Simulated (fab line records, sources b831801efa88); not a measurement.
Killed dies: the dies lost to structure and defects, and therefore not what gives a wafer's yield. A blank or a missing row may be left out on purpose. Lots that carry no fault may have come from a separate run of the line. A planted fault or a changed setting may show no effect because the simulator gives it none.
Which of the tools did it?    flow sky130    6 lots, 17 wafers sampled, at 2 steps of a route of 708

== WHAT EACH GAUGE READ, for each wafer ==
SKY_CAP2M_THK_MEAS_01.
lot   measured      on            CAP2M_CVD_00_THK (nm)
L685  day 40 03:29  filmMetro-03  15.7 16.0 15.7
L690  day 41 19:11  filmMetro-03  15.6 15.4 15.9
L692  day 42 11:30  filmMetro-04  15.1 14.9 15.3
L695  day 43 03:02  filmMetro-03  15.0 15.4 15.3
L700  day 44 12:13  filmMetro-03  15.2 6.4
L707  day 46 01:29  filmMetro-01  15.7 15.8 15.9

== WHAT TOOL EACH LOT RAN ON (gives the tool, then ch and the chambers of the sampled wafers, and finally the start) ==
lot   SKY_CAP2M_CVD_00
L685  pecvd-01 ch 0,1,2, day 40 03:27
L690  pecvd-01 ch 0,1, day 41 19:10
L692  pecvd-02 ch 1,2, day 42 11:28
L695  pecvd-02 ch 0,2, day 43 03:01
L700  pecvd-02 ch 0,2, day 44 12:10
L707  pecvd-01 ch 1,2, day 46 01:28
- SKY_CAP2M_CVD_00: deposits SiO2, target thk 15.5 nm.

== THE ANSWER, worked out from the rows above alone ==
Rule: the usual values come from the lots themselves. Put in order of their means at a reading, lots are off if they are a third of the lots or fewer, leave a main group of 4 or more, and stand apart from it by a gap of 3 or more times the standard deviation of the main group's means; of several such gaps the widest counts. If all means in a main group match to the digits the tables above print for the reading, that group is not used. Also off: a lot with no number at a reading for which 4 or more lots have one. Where the step has rows for the other lots, those lots are counted as sound.
Off: L700, at SKY_CAP2M_THK_MEAS_01 (CAP2M_CVD_00_THK). Main group: mean 15.5 nm, sd 0.29.
A tool fits if, at a process step before that reading, it ran every lot that is off, and no sound lot after the first of them. Gauges at SKY_CAP2M_THK_MEAS_01: tried the same way as those tools. Can't be told from this: 2 tools fit, pecvd-02 at SKY_CAP2M_CVD_00, filmMetro-03 at SKY_CAP2M_THK_MEAS_01.

== WHAT THE SIMULATOR PUT IN ==
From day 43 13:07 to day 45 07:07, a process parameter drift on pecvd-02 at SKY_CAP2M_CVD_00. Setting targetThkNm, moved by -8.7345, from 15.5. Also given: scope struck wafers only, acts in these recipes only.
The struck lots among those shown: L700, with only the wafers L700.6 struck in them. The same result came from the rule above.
